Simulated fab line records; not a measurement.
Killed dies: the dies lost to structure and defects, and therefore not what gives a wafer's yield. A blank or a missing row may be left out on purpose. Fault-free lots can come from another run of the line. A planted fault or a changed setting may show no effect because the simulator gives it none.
fab line records	flow gf180mcu
record lots=24	wafers=72	last_day=34
route steps=602 shown V1@358 V2@407 V3@445 MIM@507 M5@537 PASSIVATION@598
lots untouched by any fault: they come from a run of this same line in which no faults occurred
start_h: the number of hours between the record's first day and the start of the first shown wafer of the lot	wait_h: hours from the lot's prior step to this one	" repeats the value in the row above	L1.1+2: a single row standing in for several wafers	- no value, or no start given	* or withheld: withheld	< > ~ a bound
route shown NAME@n: NAME is a module with steps in the file, n the number in the route of the first one	usual: mean/standard deviation taken from wafers without a fault	same: alike in all rows	chamber/n: place in a boat	sites: each site's reading	_std_site: how widely they spread, as a standard deviation	_edge_site: mean of outer sites minus mean of inner sites	radius_mm: for every site, how far away it sits from the centre of the wafer	mask NAME#n: copy n	behind: the last tool/chamber to shape the wafer	hold: the reason the lot was held/the length of the hold in hours/how it ended	device: which transistor (n, p or np) failed to switch	end of line: tests run on the same wafers once the route is complete	a step with no rows: only its recipe	killed: dies that structure and defects cost at the first sort, which is not the same as the wafer's yield	map: dies across one wafer; x = killed, . = not, _ = none there
set.NAME: the setting the step ran with; set.NAME@STEP: the setting that earlier step ran with	model.NAME: the simulator's own value behind a step, which no gauge read
one table for each step of the route and one row for each wafer, over a sample of lots
services: the hour from which a tool's chamber was out of use, counted from the record's first day as start_h (under 0 if before that day), plus the number of hours and why
## steps
# step GF_V1_CVD_23
# recipe material=W	target_thk_nm=350	time_s=105.05	temp_c=400	pressure_torr=40
# usual heater_power_w=823/53
lot.wafer	tool	chamber	start_h	wait_h	heater_power_w
L074.1	cvd_w-01	1	410.29	0.0	730
L074.2	"	0	"	"	849
L074.4	"	1	"	"	723
L075.1	cvd_w-01	0	418.27	0.0	855
L075.2	"	1	"	"	752
L075.3	"	0	"	"	856
L076.2	cvd_w-01	1	430.79	0.0	722
L076.4	"	0	"	"	843
L076.5	"	1	"	"	732
L077.1	cvd_w-01	1	442.64	0.0	760
L077.3	"	0	"	"	841
L077.4	"	1	"	"	743
L078.1	cvd_w-01	0	449.77	0.0	858
L078.4	"	1	"	"	751
L078.6	"	1	"	"	750
L079.4	cvd_w-01	1	461.44	0.1	730
L079.5	"	0	"	"	857
L079.6	"	1	"	"	755
L080.1	cvd_w-02	0	472.14	0.0	826
L080.2	"	1	"	"	865
L080.6	"	1	"	"	898
L081.2	cvd_w-02	1	483.26	0.0	874
L081.5	"	1	"	"	886
L081.6	"	0	"	"	831
L082.1	cvd_w-01	1	490.44	0.0	752
L082.3	"	1	"	"	749
L082.5	"	1	"	"	739
L083.1	cvd_w-02	1	498.10	0.0	871
L083.3	"	0	"	"	819
L083.4	"	1	"	"	860
L084.1	cvd_w-02	1	508.46	0.0	868
L084.2	"	0	"	"	826
L084.3	"	1	"	"	889
L085.1	cvd_w-02	1	511.30	0.0	859
L085.3	"	0	"	"	848
L085.5	"	1	"	"	896
L086.1	cvd_w-01	1	530.20	0.0	741
L086.2	"	0	"	"	847
L086.5	"	1	"	"	760
L087.1	cvd_w-02	1	532.25	0.0	880
L087.3	"	1	"	"	883
L087.6	"	0	"	"	823
L088.2	cvd_w-01	0	540.44	0.0	857
L088.3	"	0	"	"	865
L088.4	"	1	"	"	749
L089.3	cvd_w-01	1	546.65	0.1	732
L089.4	"	0	"	"	856
L089.6	"	0	"	"	847
L090.1	cvd_w-01	1	556.53	0.0	749
L090.2	"	0	"	"	835
L090.3	"	0	"	"	855
L091.1	cvd_w-01	0	561.41	0.0	864
L091.3	"	0	"	"	858
L091.5	"	0	"	"	881
L092.1	cvd_w-02	0	568.98	0.0	850
L092.5	"	0	"	"	836
L092.6	"	1	"	"	906
L093.1	cvd_w-01	0	575.27	0.0	838
L093.3	"	0	"	"	815
L093.5	"	0	"	"	848
L094.1	cvd_w-02	0	585.17	0.0	825
L094.3	"	0	"	"	823
L094.5	"	0	"	"	825
L095.2	cvd_w-02	1	590.32	0.0	904
L095.3	"	1	"	"	884
L095.4	"	0	"	"	836
L096.2	cvd_w-02	1	596.37	0.0	872
L096.4	"	0	"	"	839
L096.5	"	1	"	"	898
L097.2	cvd_w-02	0	602.62	0.0	849
L097.4	"	0	"	"	821
L097.6	"	1	"	"	911
# step GF_V2_THK_MEAS_25
# recipe thk_meas_gauge=xrf	reads=W_of_V2_CVD_23
# usual V2_W_THK=352/5.2
lot.wafer	tool	chamber	start_h	wait_h	V2_W_THK[nm]
L074.1	film_metro-03	-	462.54	0.1	347
L074.2	"	-	"	"	350
L074.4	"	-	"	"	354
L075.1	film_metro-04	-	469.61	0.1	351
L075.2	"	-	"	"	354
L075.3	"	-	"	"	356
L076.2	film_metro-04	-	482.21	0.1	346
L076.4	"	-	"	"	346
L076.5	"	-	"	"	346
L077.1	film_metro-03	-	494.87	0.1	348
L077.3	"	-	"	"	345
L077.4	"	-	"	"	352
L078.1	film_metro-04	-	501.43	0.1	345
L078.4	"	-	"	"	345
L078.6	"	-	"	"	349
L079.4	film_metro-01	-	512.48	0.1	350
L079.5	"	-	"	"	350
L079.6	"	-	"	"	352
L080.1	film_metro-04	-	523.33	0.1	351
L080.2	"	-	"	"	351
L080.6	"	-	"	"	349
L081.2	film_metro-01	-	534.33	0.1	348
L081.5	"	-	"	"	351
L081.6	"	-	"	"	358
L082.1	film_metro-04	-	541.10	0.1	353
L082.3	"	-	"	"	355
L082.5	"	-	"	"	348
L083.1	film_metro-03	-	547.30	0.1	351
L083.3	"	-	"	"	352
L083.4	"	-	"	"	351
L084.1	film_metro-04	-	558.28	0.1	350
L084.2	"	-	"	"	345
L084.3	"	-	"	"	350
L085.1	film_metro-04	-	559.81	0.1	348
L085.3	"	-	"	"	344
L085.5	"	-	"	"	352
L086.1	film_metro-03	-	578.41	0.1	345
L086.2	"	-	"	"	354
L086.5	"	-	"	"	349
L087.1	film_metro-01	-	579.67	0.1	357
L087.3	"	-	"	"	357
L087.6	"	-	"	"	359
L088.2	film_metro-04	-	587.46	0.1	345
L088.3	"	-	"	"	353
L088.4	"	-	"	"	352
L089.3	film_metro-01	-	593.18	0.1	363
L089.4	"	-	"	"	359
L089.6	"	-	"	"	361
L090.1	film_metro-01	-	603.21	0.1	353
L090.2	"	-	"	"	358
L090.3	"	-	"	"	354
L091.1	film_metro-03	-	607.44	0.1	357
L091.3	"	-	"	"	357
L091.5	"	-	"	"	354
L092.1	film_metro-04	-	615.70	0.1	346
L092.5	"	-	"	"	347
L092.6	"	-	"	"	344
L093.1	film_metro-04	-	621.49	0.1	351
L093.3	"	-	"	"	351
L093.5	"	-	"	"	349
L094.1	film_metro-01	-	630.70	0.1	355
L094.3	"	-	"	"	356
L094.5	"	-	"	"	355
L095.2	film_metro-03	-	634.44	0.1	347
L095.3	"	-	"	"	348
L095.4	"	-	"	"	346
L096.2	film_metro-03	-	641.46	0.1	355
L096.4	"	-	"	"	343
L096.5	"	-	"	"	349
L097.2	film_metro-01	-	647.55	0.1	358
L097.4	"	-	"	"	363
L097.6	"	-	"	"	358
# step GF_V3_ETCH_16
# recipe chemistry=N2/H2	target_depth_a=withheld	overetch_a=withheld	time_s=withheld	target=BARC	ion_energy_ev=200	source_w=500	bias_w=100	pressure_mtorr=30	n2_flow_sccm=100	h2_flow_sccm=200
# usual drypump_motor_current_A=5.5/0.45	oes_product_au=0.855/0.0047	throttle_valve_pct=13.225/0.0097
lot.wafer	tool	chamber	start_h	wait_h	drypump_motor_current_A	oes_product_au	throttle_valve_pct
L074.1	rie_diel-04	1	512.97	0.0	5.8	0.861	13.230
L074.2	"	3	"	"	5.7	0.858	13.216
L074.4	"	0	"	"	5.8	0.859	13.200
L075.1	rie_diel-02	0	519.44	0.0	4.9	0.859	13.233
L075.2	"	2	"	"	5.6	0.864	13.225
L075.3	"	1	"	"	5.9	0.855	13.233
L076.2	rie_diel-04	0	531.40	0.0	5.8	0.854	13.206
L076.4	"	2	"	"	5.5	0.865	13.248
L076.5	"	1	"	"	5.8	0.852	13.222
L077.1	rie_diel-02	0	542.94	0.0	4.9	0.850	13.209
L077.3	"	2	"	"	5.6	0.859	13.228
L077.4	"	3	"	"	4.9	0.851	13.233
L078.1	rie_diel-04	0	549.17	0.0	5.8	0.849	13.221
L078.4	"	2	"	"	5.5	0.864	13.222
L078.6	"	1	"	"	5.8	0.851	13.219
L079.4	rie_diel-03	3	559.66	0.0	5.8	0.849	13.226
L079.5	"	0	"	"	4.7	0.864	13.220
L079.6	"	1	"	"	5.7	0.854	13.242
L080.1	rie_diel-03	0	570.54	0.0	4.7	0.859	13.218
L080.2	"	3	"	"	5.8	0.857	13.231
L080.6	"	2	"	"	6.0	0.862	13.239
L081.2	rie_diel-02	1	580.65	0.0	5.9	0.857	13.219
L081.5	"	1	"	"	5.9	0.854	13.242
L081.6	"	0	"	"	4.9	0.854	13.213
L082.1	rie_diel-03	3	587.14	0.0	5.8	0.869	13.216
L082.3	"	1	"	"	5.7	0.856	13.223
L082.5	"	3	"	"	5.8	0.855	13.235
L083.1	rie_diel-04	1	592.95	0.0	5.8	0.865	13.225
L083.3	"	2	"	"	5.5	0.854	13.236
L083.4	"	3	"	"	5.7	0.857	13.228
L084.1	rie_diel-02	0	604.54	0.0	4.9	0.865	13.226
L084.2	"	2	"	"	5.6	0.859	13.220
L084.3	"	1	"	"	5.9	0.849	13.229
L085.1	rie_diel-04	1	605.12	0.0	5.8	0.851	13.220
L085.3	"	0	"	"	5.8	0.858	13.233
L085.5	"	0	"	"	5.8	0.857	13.221
L086.1	rie_diel-04	2	622.79	0.0	5.5	0.862	13.224
L086.2	"	3	"	"	5.6	0.863	13.222
L086.5	"	1	"	"	5.8	0.852	13.213
L087.1	rie_diel-02	3	624.09	0.0	4.9	0.860	13.230
L087.3	"	1	"	"	5.9	0.855	13.245
L087.6	"	0	"	"	4.9	0.852	13.203
L088.2	rie_diel-02	3	630.32	0.0	4.9	0.852	13.227
L088.3	"	1	"	"	5.9	0.850	13.221
L088.4	"	0	"	"	4.9	0.859	13.224
L089.3	rie_diel-03	0	637.20	0.0	4.7	0.858	13.228
L089.4	"	1	"	"	5.7	0.854	13.240
L089.6	"	3	"	"	5.8	0.855	13.229
L090.1	rie_diel-03	2	646.49	0.0	6.0	0.851	13.222
L090.2	"	0	"	"	4.7	0.853	13.223
L090.3	"	3	"	"	5.8	0.855	13.214
L091.1	rie_diel-02	0	650.19	0.0	4.9	0.863	13.214
L091.3	"	1	"	"	5.9	0.852	13.228
L091.5	"	3	"	"	4.8	0.855	13.201
L092.1	rie_diel-03	3	657.04	0.0	5.8	0.854	13.224
L092.5	"	1	"	"	5.7	0.847	13.230
L092.6	"	2	"	"	6.0	0.852	13.222
L093.1	rie_diel-03	2	663.60	0.0	6.0	0.855	13.233
L093.3	"	0	"	"	4.7	0.858	13.230
L093.5	"	0	"	"	4.7	0.864	13.226
L094.1	rie_diel-02	2	671.74	0.0	5.5	0.859	13.238
L094.3	"	3	"	"	4.9	0.848	13.238
L094.5	"	0	"	"	4.9	0.854	13.223
L095.2	rie_diel-03	2	675.32	0.0	6.0	0.862	13.209
L095.3	"	3	"	"	5.8	0.858	13.223
L095.4	"	1	"	"	5.7	0.858	13.223
L096.2	rie_diel-03	0	681.70	0.0	4.7	0.857	13.240
L096.4	"	2	"	"	6.0	0.853	13.235
L096.5	"	3	"	"	5.8	0.856	13.232
L097.2	rie_diel-02	3	688.32	0.0	4.8	0.850	13.225
L097.4	"	1	"	"	5.9	0.850	13.224
L097.6	"	3	"	"	4.8	0.852	13.213
# step GF_MIM_SPUTTER_04
# recipe material=TiN	target_thk_nm=50	power_w=6500	time_s=41.7	chamber_pressure_pa=0.4
# usual throttle_valve_pct=29.9/1.2
lot.wafer	tool	chamber	start_h	wait_h	throttle_valve_pct
L074.1	pvd_sputter-03	-	563.22	0.0	29.4
L074.2	"	-	"	"	30.1
L074.4	"	-	"	"	30.6
L075.1	pvd_sputter-04	-	568.89	0.0	28.3
L075.2	"	-	"	"	28.8
L075.3	"	-	"	"	29.1
L076.2	pvd_sputter-01	-	580.53	0.0	29.9
L076.4	"	-	"	"	27.9
L076.5	"	-	"	"	29.1
L077.1	pvd_sputter-04	-	591.40	0.0	29.2
L077.3	"	-	"	"	31.3
L077.4	"	-	"	"	29.0
L078.1	pvd_sputter-01	-	597.41	0.0	29.9
L078.4	"	-	"	"	31.6
L078.6	"	-	"	"	31.8
L079.4	pvd_sputter-01	-	607.09	0.0	31.7
L079.5	"	-	"	"	31.9
L079.6	"	-	"	"	28.0
L080.1	pvd_sputter-04	-	617.51	0.0	28.8
L080.2	"	-	"	"	31.2
L080.6	"	-	"	"	28.1
L081.2	pvd_sputter-03	-	626.99	0.0	31.3
L081.5	"	-	"	"	30.4
L081.6	"	-	"	"	31.2
L082.1	pvd_sputter-01	-	634.25	0.0	31.8
L082.3	"	-	"	"	29.2
L082.5	"	-	"	"	29.3
L083.1	pvd_sputter-01	-	639.38	0.0	29.1
L083.3	"	-	"	"	31.9
L083.4	"	-	"	"	30.2
L084.1	pvd_sputter-03	-	649.23	0.0	30.0
L084.2	"	-	"	"	31.3
L084.3	"	-	"	"	30.7
L085.1	pvd_sputter-03	-	650.78	0.0	29.4
L085.3	"	-	"	"	31.1
L085.5	"	-	"	"	29.3
L086.1	pvd_sputter-03	-	665.80	0.0	30.3
L086.2	"	-	"	"	31.4
L086.5	"	-	"	"	30.4
L087.1	pvd_sputter-03	-	667.89	0.0	30.1
L087.3	"	-	"	"	29.5
L087.6	"	-	"	"	30.7
L088.2	pvd_sputter-03	-	674.06	0.0	29.4
L088.3	"	-	"	"	31.6
L088.4	"	-	"	"	31.1
L089.3	pvd_sputter-03	-	680.95	0.0	31.3
L089.4	"	-	"	"	29.6
L089.6	"	-	"	"	31.1
L090.1	pvd_sputter-04	-	689.54	0.0	28.0
L090.2	"	-	"	"	29.1
L090.3	"	-	"	"	31.2
L091.1	pvd_sputter-01	-	693.14	0.0	27.9
L091.3	"	-	"	"	32.0
L091.5	"	-	"	"	29.5
L092.1	pvd_sputter-03	-	699.06	0.0	29.3
L092.5	"	-	"	"	30.2
L092.6	"	-	"	"	31.2
L093.1	pvd_sputter-01	-	705.60	0.0	31.8
L093.3	"	-	"	"	29.8
L093.5	"	-	"	"	30.1
L094.1	pvd_sputter-01	-	713.38	0.0	29.5
L094.3	"	-	"	"	30.0
L094.5	"	-	"	"	29.2
L095.2	pvd_sputter-03	-	717.20	0.0	29.3
L095.3	"	-	"	"	31.2
L095.4	"	-	"	"	30.6
L096.2	pvd_sputter-01	-	723.39	0.0	32.0
L096.4	"	-	"	"	29.9
L096.5	"	-	"	"	29.3
L097.2	pvd_sputter-04	-	730.24	0.0	31.4
L097.4	"	-	"	"	28.9
L097.6	"	-	"	"	27.9
# step GF_M5_STRIP_11
# recipe chemistry=O2/N2	power_w=1400	pressure_mtorr=1500	platen_temp_c=250	o2_flow_sccm=3000	n2_flow_sccm=300	overash_fraction=0.5
# usual drypump_motor_current_A=5.7/0.38	heater_power_w=325/52	oes_product_au=0.524/0.0053	strip_time_to_endpoint_s=7.05/0.041
lot.wafer	tool	chamber	start_h	wait_h	drypump_motor_current_A	heater_power_w	oes_product_au	rf_hours_counter_h	strip_time_to_endpoint_s
L074.1	plasma_asher-02	0	606.88	0.1	5.8	290	0.522	18	7.05
L074.2	"	1	"	"	5.4	415	0.526	18	7.08
L074.4	"	1	"	"	5.5	424	0.521	-	7.11
L075.1	plasma_asher-04	0	612.56	0.1	5.9	333	0.524	100	7.10
L075.2	"	1	"	"	6.5	329	0.520	100	7.05
L075.3	"	0	"	"	5.8	323	0.523	-	7.06
L076.2	plasma_asher-02	0	623.59	0.1	5.7	286	0.533	20	7.13
L076.4	"	1	"	"	5.5	416	0.522	-	7.09
L076.5	"	0	"	"	5.8	289	0.523	-	7.09
L077.1	plasma_asher-02	0	633.48	0.1	5.7	286	0.520	21	7.07
L077.3	"	0	"	"	5.7	281	0.531	-	7.05
L077.4	"	1	"	"	5.5	413	0.516	-	7.13
L078.1	plasma_asher-01	0	639.88	0.1	6.1	270	0.523	51	7.04
L078.4	"	1	"	"	5.2	327	0.523	-	7.04
L078.6	"	1	"	"	5.2	326	0.525	-	6.97
L079.4	plasma_asher-01	1	648.41	0.1	5.2	328	0.527	-	7.09
L079.5	"	0	"	"	6.1	260	0.529	-	7.05
L079.6	"	1	"	"	5.2	324	0.529	-	7.02
L080.1	plasma_asher-01	1	657.53	0.1	5.3	325	0.528	53	7.07
L080.2	"	0	"	"	6.1	270	0.523	53	7.08
L080.6	"	0	"	"	6.1	265	0.524	-	7.12
L081.2	plasma_asher-04	0	667.14	0.1	5.8	330	0.523	106	7.02
L081.5	"	0	"	"	5.8	325	0.528	-	7.07
L081.6	"	1	"	"	6.5	325	0.525	-	7.04
L082.1	plasma_asher-02	0	674.14	0.1	5.8	293	0.525	26	7.01
L082.3	"	0	"	"	5.8	286	0.525	-	7.02
L082.5	"	0	"	"	5.8	288	0.521	-	7.04
L083.1	plasma_asher-02	1	686.87	0.2	5.5	433	0.538	27	7.06
L083.3	"	1	"	"	5.4	414	0.524	-	7.03
L083.4	"	0	"	"	5.8	287	0.531	-	7.08
L084.1	plasma_asher-02	1	688.82	0.1	5.5	411	0.520	27	7.06
L084.2	"	0	"	"	5.8	287	0.527	27	7.11
L084.3	"	0	"	"	5.8	290	0.523	-	7.03
L085.1	plasma_asher-02	1	689.29	0.1	5.5	413	0.529	27	7.08
L085.3	"	1	"	"	5.5	405	0.535	-	7.08
L085.5	"	1	"	"	5.4	418	0.525	-	7.08
L086.1	plasma_asher-02	1	704.32	0.1	5.5	424	0.519	29	7.02
L086.2	"	0	"	"	5.8	295	0.515	29	7.02
L086.5	"	1	"	"	5.5	413	0.524	-	7.00
L087.1	plasma_asher-01	1	706.02	0.1	5.3	320	0.517	56	7.01
L087.3	"	0	"	"	6.1	266	0.521	-	7.05
L087.6	"	0	"	"	6.1	271	0.526	-	7.02
L088.2	plasma_asher-01	1	712.29	0.1	5.3	336	0.524	57	7.12
L088.3	"	0	"	"	6.1	274	0.524	-	7.08
L088.4	"	1	"	"	5.2	318	0.518	-	7.02
L089.3	plasma_asher-01	0	718.27	0.1	6.1	273	0.524	-	6.99
L089.4	"	1	"	"	5.3	336	0.529	-	7.06
L089.6	"	1	"	"	5.3	331	0.515	-	7.05
L090.1	plasma_asher-02	0	726.21	0.1	5.8	288	0.520	31	6.99
L090.2	"	1	"	"	5.4	409	0.523	31	7.09
L090.3	"	0	"	"	5.7	288	0.520	-	7.03
L091.1	plasma_asher-01	0	730.07	0.1	6.1	266	0.521	59	7.06
L091.3	"	1	"	"	5.2	335	0.525	-	7.08
L091.5	"	1	"	"	5.3	324	0.518	-	7.08
L092.1	plasma_asher-01	1	735.79	0.1	5.3	328	0.517	59	7.08
L092.5	"	0	"	"	6.1	272	0.519	-	6.97
L092.6	"	1	"	"	5.3	320	0.524	-	7.06
L093.1	plasma_asher-01	0	742.04	0.1	6.1	262	0.526	60	7.02
L093.3	"	1	"	"	5.3	332	0.520	-	6.98
L093.5	"	1	"	"	5.3	330	0.524	-	7.06
L094.1	plasma_asher-04	1	748.99	0.1	6.6	328	0.522	1	7.04
L094.3	"	1	"	"	6.5	318	0.518	-	7.07
L094.5	"	1	"	"	6.5	327	0.524	-	7.05
L095.2	plasma_asher-02	1	752.55	0.2	5.5	417	0.525	34	7.10
L095.3	"	0	"	"	5.8	289	0.536	-	7.17
L095.4	"	1	"	"	5.5	412	0.526	-	7.14
L096.2	plasma_asher-01	1	758.01	0.1	5.3	329	0.523	62	7.07
L096.4	"	1	"	"	5.3	333	0.517	-	7.10
L096.5	"	0	"	"	6.1	273	0.520	-	7.07
L097.2	plasma_asher-04	1	764.20	0.1	6.5	312	0.518	3	6.99
L097.4	"	1	"	"	6.5	317	0.522	-	7.05
L097.6	"	0	"	"	5.9	324	0.521	-	7.05
# step GF_PASSIVATION_ETCH_11
# recipe chemistry=CF4/O2	target_depth_nm=2040	stop_on=TiN	source_w=800	bias_w=150	pressure_mtorr=150	cf4_flow_sccm=80	O2_flow_sccm=10	time_s=453.3
# usual cf4_flow_sccm=79.97/0.21	drypump_motor_current_A=5.5/0.43	oes_product_au=0.990/0.0056	throttle_valve_pct=5.969/0.0099
lot.wafer	tool	chamber	start_h	wait_h	cf4_flow_sccm	drypump_motor_current_A	oes_product_au	rf_hours_counter_h	throttle_valve_pct
L074.1	rie_diel-04	2	670.88	-	80.11	5.5	0.991	8	5.980
L074.2	"	0	"	"	80.18	5.8	0.990	8	5.977
L074.4	"	3	"	"	80.04	5.7	0.982	28	5.967
L075.1	rie_diel-04	0	675.52	-	80.18	5.8	0.996	8	5.960
L075.2	"	2	"	"	79.60	5.5	1.001	8	5.946
L075.3	"	1	"	"	80.19	5.8	0.987	1	5.981
L076.2	rie_diel-02	1	685.47	-	80.15	5.9	0.991	0	5.952
L076.4	"	1	"	"	79.95	5.9	0.993	-	5.977
L076.5	"	2	"	"	79.88	5.6	0.987	-	5.968
L077.1	rie_diel-03	1	695.78	-	80.07	5.7	0.992	53	5.979
L077.3	"	3	"	"	80.24	5.8	0.999	45	5.956
L077.4	"	0	"	"	80.02	4.7	1.000	-	5.968
L078.1	rie_diel-04	1	700.74	-	80.06	5.8	0.991	1	5.961
L078.4	"	2	"	"	80.29	5.5	0.996	9	5.980
L078.6	"	1	"	"	79.97	5.8	0.999	-	5.966
L079.4	rie_diel-03	3	709.78	-	79.89	5.8	0.984	46	5.965
L079.5	"	1	"	"	79.64	5.7	0.995	-	5.979
L079.6	"	2	"	"	80.13	6.0	0.985	-	5.956
L080.1	rie_diel-03	1	716.97	-	80.34	5.7	0.994	54	5.969
L080.2	"	0	"	"	79.70	4.7	0.989	12	5.977
L080.6	"	1	"	"	79.77	5.6	0.990	-	5.980
L081.2	rie_diel-04	2	726.29	-	80.05	5.5	0.989	10	5.963
L081.5	"	0	"	"	79.88	5.8	1.005	-	5.968
L081.6	"	3	"	"	80.31	5.7	0.980	-	5.994
L082.1	rie_diel-02	0	733.82	-	79.81	4.9	0.997	1	5.964
L082.3	"	2	"	"	80.12	5.5	0.987	22	5.965
L082.5	"	0	"	"	79.71	4.9	0.993	-	5.963
L083.1	rie_diel-03	0	745.63	-	80.01	4.7	0.995	13	5.976
L083.3	"	3	"	"	79.99	5.8	0.995	48	5.977
L083.4	"	2	"	"	79.95	5.9	0.988	-	5.977
L084.1	rie_diel-02	2	745.98	-	79.79	5.6	0.998	23	5.962
L084.2	"	0	"	"	80.32	4.8	0.988	1	5.976
L084.3	"	3	"	"	79.58	4.9	0.989	39	5.980
L085.1	rie_diel-03	2	747.98	-	80.08	6.0	0.991	6	5.974
L085.3	"	0	"	"	80.25	4.7	0.992	14	5.998
L085.5	"	3	"	"	79.40	5.8	0.992	-	5.955
L086.1	rie_diel-03	2	761.44	-	79.89	6.0	0.988	6	5.967
L086.2	"	0	"	"	79.98	4.7	0.996	14	5.970
L086.5	"	1	"	"	79.77	5.7	0.983	-	5.969
L087.1	rie_diel-02	1	762.54	-	79.82	5.9	0.992	5	5.968
L087.3	"	3	"	"	80.03	4.9	0.988	40	5.964
L087.6	"	3	"	"	80.25	4.9	0.988	-	5.979
L088.2	rie_diel-02	0	768.23	-	80.01	4.9	0.986	2	5.966
L088.3	"	2	"	"	80.05	5.5	0.992	25	5.968
L088.4	"	2	"	"	79.95	5.5	0.986	-	5.965
L089.3	rie_diel-03	0	771.84	-	79.80	4.7	0.991	15	5.971
L089.4	"	0	"	"	79.93	4.7	0.988	-	5.949
L089.6	"	2	"	"	79.89	6.0	0.991	-	5.992
L090.1	rie_diel-04	0	778.08	-	80.01	5.8	1.001	12	5.972
L090.2	"	3	"	"	80.20	5.7	0.988	32	5.949
L090.3	"	1	"	"	79.92	5.8	0.998	4	5.973
L091.1	rie_diel-04	1	783.18	-	79.87	5.8	0.987	4	5.975
L091.3	"	0	"	"	80.07	5.8	0.992	12	5.956
L091.5	"	0	"	"	79.94	5.8	0.999	-	5.972
L092.1	rie_diel-03	2	789.07	-	80.04	6.0	0.983	8	5.960
L092.5	"	2	"	"	80.33	6.0	0.980	-	5.980
L092.6	"	3	"	"	79.51	5.8	0.988	-	5.961
L093.1	rie_diel-02	2	792.69	-	80.17	5.5	0.995	26	5.960
L093.3	"	0	"	"	79.87	4.8	0.988	4	5.969
L093.5	"	1	"	"	79.85	5.9	0.996	-	5.968
L094.1	rie_diel-04	1	801.02	-	79.63	5.8	0.986	5	5.957
L094.3	"	3	"	"	80.18	5.6	0.986	34	5.972
L094.5	"	3	"	"	79.98	5.6	0.988	-	5.967
L095.2	rie_diel-02	2	804.32	-	79.84	5.5	0.985	26	5.971
L095.3	"	1	"	"	79.93	5.9	0.986	8	5.960
L095.4	"	0	"	"	80.03	4.8	0.982	5	5.969
L096.2	rie_diel-04	3	807.79	-	80.30	5.6	0.986	34	5.956
L096.4	"	1	"	"	79.86	5.8	0.986	6	5.979
L096.5	"	3	"	"	80.14	5.7	0.993	-	5.960
L097.2	rie_diel-02	0	813.91	-	80.25	4.9	0.986	6	5.988
L097.4	"	3	"	"	79.64	4.8	0.984	42	5.960
L097.6	"	3	"	"	79.81	4.8	0.976	-	5.951
## services
tool	chamber	start_h	hours	kind
rie_diel-03	0	406.78	4.5	repair
rie_diel-03	3	443.79	4.3	repair
rie_diel-03	0	459.39	3.3	repair
rie_diel-03	0	501.59	22.0	repair
rie_diel-03	2	522.14	43.8	repair
rie_diel-04	-	575.33	2.8	pm
rie_diel-04	3	580.71	9.3	repair
rie_diel-03	-	596.82	3.0	repair
rie_diel-04	1	598.37	1.6	repair
rie_diel-04	2	645.91	6.7	repair
rie_diel-02	0	675.32	15.2	repair
rie_diel-03	1	681.32	10.0	repair
rie_diel-04	1	685.86	7.0	repair
rie_diel-03	2	689.93	19.3	repair
rie_diel-02	3	702.21	9.7	repair
rie_diel-03	2	710.18	2.8	repair
rie_diel-03	-	712.68	2.8	pm
rie_diel-04	0	713.55	6.2	repair
rie_diel-02	0	746.84	14.1	repair
rie_diel-03	2	749.05	3.0	repair
rie_diel-03	0	751.72	8.1	repair
rie_diel-02	3	765.40	14.8	repair
rie_diel-02	2	796.28	6.7	repair
rie_diel-03	1	802.58	1.3	repair
## key
fault none
